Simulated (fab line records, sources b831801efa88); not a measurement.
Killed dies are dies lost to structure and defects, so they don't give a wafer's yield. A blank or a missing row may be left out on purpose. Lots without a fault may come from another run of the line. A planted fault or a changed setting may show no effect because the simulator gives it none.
One fault seen from 2 desks | flow gf180mcu | each desk has only its own numbers; what lay behind them comes last

THE METROLOGY DESK
What the gauges read, lot by lot, whatever tool the lot ran on: means of the sampled wafers that have a number. A lot is out of limits, marked OUT, if its mean lies more than 4 standard deviations from the usual mean; the brackets give that distance.
Columns: A = HV_LDD_01_OVL at GF_HV_LDD_OVL_MEAS_20, usual 1.1 nm; B = CONTACT_CVD_02_THK at GF_CONTACT_THK_MEAS_03, usual 863 nm
lot  | first seen here | A    | B
L334 | day 10 14:23    | 0.7  | 865
L335 | day 10 19:43    | -0.8 | 875
L336 | day 11 07:34    | -1.3 | 861
L337 | day 11 17:56    | 1.0  | 860
L338 | day 11 22:24    | 2.5  | 862
L339 | day 12 05:59    | 2.3  | 870
L341 | day 12 22:28    | 1.2  | 859
L342 | day 13 15:25    | 1.3  | 864
L347 | day 15 07:49    | 1.5  | 858
L351 | day 16 03:17    | 0.9  | 871
L356 | day 17 22:26    | 1.2  | 1206 (+31) OUT
L357 | day 18 04:44    | 1.0  | 1040 (+16) OUT
This desk's finding: out of limits on L356, L357; first on L356, day 23 04:21 (CONTACT_CVD_02_THK at GF_CONTACT_THK_MEAS_03). In limits: L334, L335, L336, L337, L338, L339, L341, L342, L347, L351.

THE TOOL OWNER'S DESK: pecvd-01
The tool's own readings at GF_CONTACT_CVD_02 (deposits SiO2 from TEOS, target thk 860 nm, time 95.992 s): means of the sampled wafers that have a number, for each lot that ran on this tool. A lot is out of limits, marked OUT, if its mean lies more than 4 standard deviations from the usual mean; the brackets give that distance.
Columns: A = heater_power_w at GF_CONTACT_CVD_02, usual 679 W
lot  | first seen here | A
L339 | day 16 20:45    | 703
L341 | day 17 16:53    | 730
L342 | day 18 10:46    | 732
L347 | day 20 12:17    | 738
L351 | day 21 07:44    | 807
L356 | day 23 04:16    | 802
L357 | day 23 08:37    | 824
This desk's finding: nothing out of limits on any of the 7 lots.

PUT TOGETHER
The metrology desk could have raised an alarm at day 23 04:21, on L356, L357.
The tool owner's desk saw nothing out of limits.
The tool owner's desk has L356, L357 on record, within its limits.
Of the lots named, all ran GF_CONTACT_CVD_02 on pecvd-01.

WHAT THE SIMULATOR HAD PUT IN
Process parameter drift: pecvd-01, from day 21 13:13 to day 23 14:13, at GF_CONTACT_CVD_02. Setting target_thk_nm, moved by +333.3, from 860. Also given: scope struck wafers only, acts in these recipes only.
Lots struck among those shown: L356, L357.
Hours from the fault's start to each desk's first reading out of limits: the metrology desk, 39.
